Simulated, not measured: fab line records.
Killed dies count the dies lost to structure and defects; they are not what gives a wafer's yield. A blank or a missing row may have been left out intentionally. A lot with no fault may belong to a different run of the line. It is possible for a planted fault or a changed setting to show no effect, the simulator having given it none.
The tool behind it: which one? ; flow gf180mcu ; 6 lots with 18 wafers sampled at 4 steps, on a route of 602 steps

## WHAT EACH GAUGE READ, for each wafer
GF_MIM_THK_MEAS_06.
lot;measured;on;MIM_CVD_05_THK (nm)
L226;day 25 06:38;film-metro-03;40.6 41.5 42.2
L229;day 26 03:20;film-metro-02;41.9 41.4 42.0
L234;day 27 18:00;film-metro-02;31.3 32.1 42.7
L237;day 28 17:27;film-metro-01;41.0 31.5 42.5
L240;day 29 14:26;film-metro-03;41.6 42.4 43.4
L245;day 30 19:11;film-metro-01;42.9 43.4 43.6

## EACH LOT AND THE TOOL THAT RAN IT (in order: tool; ch and the chambers of the sampled wafers; start)
lot;GF_V4_SPUTTER_22;GF_MIM_SPUTTER_00;GF_MIM_CVD_05
L226;pvd-sputter-02, day 25 05:44;pvd-sputter-04, day 25 06:22;pecvd-02 ch 0,1, day 25 06:35
L229;pvd-sputter-03, day 26 02:27;pvd-sputter-04, day 26 03:05;pecvd-04 ch 0,1, day 26 03:19
L234;pvd-sputter-02, day 27 17:04;pvd-sputter-03, day 27 17:43;pecvd-02 ch 0,1, day 27 17:56
L237;pvd-sputter-02, day 28 16:34;pvd-sputter-04, day 28 17:11;pecvd-02 ch 1,2, day 28 17:25
L240;pvd-sputter-01, day 29 13:32;pvd-sputter-04, day 29 14:10;pecvd-01 ch 0,2, day 29 14:23
L245;pvd-sputter-02, day 30 18:17;pvd-sputter-03, day 30 18:55;pecvd-01 ch 1,2, day 30 19:08
- GF_V4_SPUTTER_22: material TiN, target thk 10 nm, time 40 s.
- GF_MIM_SPUTTER_00: material Ti, target thk 37.5 nm, time 150 s.
- GF_MIM_CVD_05: deposits Si3N4, target thk 42 nm, time 29.086 s.

## THE ANSWER, worked out from the rows above alone
Rule: the usual values come from the lots themselves. Put in order of their means at a reading, lots are off if they are a third of the lots or fewer, leave a main group of 4 or more, and stand apart from it by a gap of 3 or more times the standard deviation of the main group's means; of several such gaps the widest counts. A main group is skipped when, at the precision printed for the reading in the tables above, its means are all equal. Also off: a lot with no number at a reading for which 4 or more lots have one. Where the step has rows for the other lots, those lots are counted as sound.
Off: L234, L237, at GF_MIM_THK_MEAS_06 (MIM_CVD_05_THK). The main group: mean 42.2 nm, standard deviation 0.72.
If a tool, at a process step before that reading, ran all the lots that are off and no sound lot after the first of them, it fits. Those tools and the gauges at GF_MIM_THK_MEAS_06 are tried in the same way. One fits: GF_MIM_CVD_05 on pecvd-02. Its last sound lot is L226 (day 25 06:35), its first lot that is off L234 (day 27 17:56): a fault that began between those two fits.

## WHAT WAS PUT IN BY THE SIMULATOR
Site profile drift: pecvd-02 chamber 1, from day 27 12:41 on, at GF_MIM_CVD_05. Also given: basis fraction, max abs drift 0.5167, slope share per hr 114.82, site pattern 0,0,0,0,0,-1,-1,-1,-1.
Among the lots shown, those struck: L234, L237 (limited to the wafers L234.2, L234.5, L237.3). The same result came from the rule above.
